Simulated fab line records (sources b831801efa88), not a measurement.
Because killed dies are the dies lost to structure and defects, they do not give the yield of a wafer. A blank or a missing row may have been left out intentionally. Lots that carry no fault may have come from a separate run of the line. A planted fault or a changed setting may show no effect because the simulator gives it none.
Matching of chambers | flow sky130 | SKY_VIA2_CMP_24 on cmp-02: 4 sister chambers
The step polishes, stops on SiO2, t overpolish 20 s, target thk 0 nm. 8 wafers are shown with their chamber, then 7 later ones without.

== WAFERS, EACH WITH ITS CHAMBER ==
wafer  | chamber | motor current A (A) | time to endpoint s (s)
L673.1 | 1       | 9.9                 | 101
L673.5 | 3       | 12.8                | 100
L676.5 | 3       | 12.5                | 102
L677.1 | 2       | 10.3                | 106
L677.2 | 1       | 10.1                | 101
L677.4 | 0       | 11.8                | 98
L678.3 | 2       | 10.0                | 102
L678.5 | 0       | 11.4                | 97

== WAFERS WITHOUT THEIR CHAMBER ==
wafer  | motor current A (A) | time to endpoint s (s)
L678.6 | 11.9                | 98
L686.3 | 11.3                | 105
L686.4 | 10.3                | 110
L686.6 | 10.6                | 107
L692.4 | 12.2                | 96
L692.5 | 10.1                | 103
L692.6 | 10.8                | 99

== CHAMBER TAKEN BY EACH ==
wafer  | from the rows above               | in truth
L678.6 | 0                                 | 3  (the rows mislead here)
L686.3 | can't be placed: 0 or 2 or 1 or 3 | 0
L686.4 | can't be placed: 2 or 1           | 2
L686.6 | can't be placed: 2 or 1           | 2
L692.4 | can't be placed: 0 or 3           | 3
L692.5 | can't be placed: 2 or 1           | 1
L692.6 | can't be placed: 0 or 1 or 2      | 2
Correctly placed: 0 of 7. Cannot be placed on the basis of these rows: 6; the candidates contain the true chamber in 6. Placed wrongly: 1.
How it was worked out, from the rows above alone: a wafer's distance from a chamber is the root of the sum, over the readings, of the square of ((its reading less the chamber's mean) divided by the reading's scatter). If the next closest chamber is less than 2 further off than the closest, the wafer can't be placed; otherwise it belongs to the closest. For every chamber, the mean is computed from those of its wafers that are shown. The scatter: take each reading less its chamber's mean, square it, sum over the shown wafers, divide by the number of wafers less the number of chambers, and take the root.
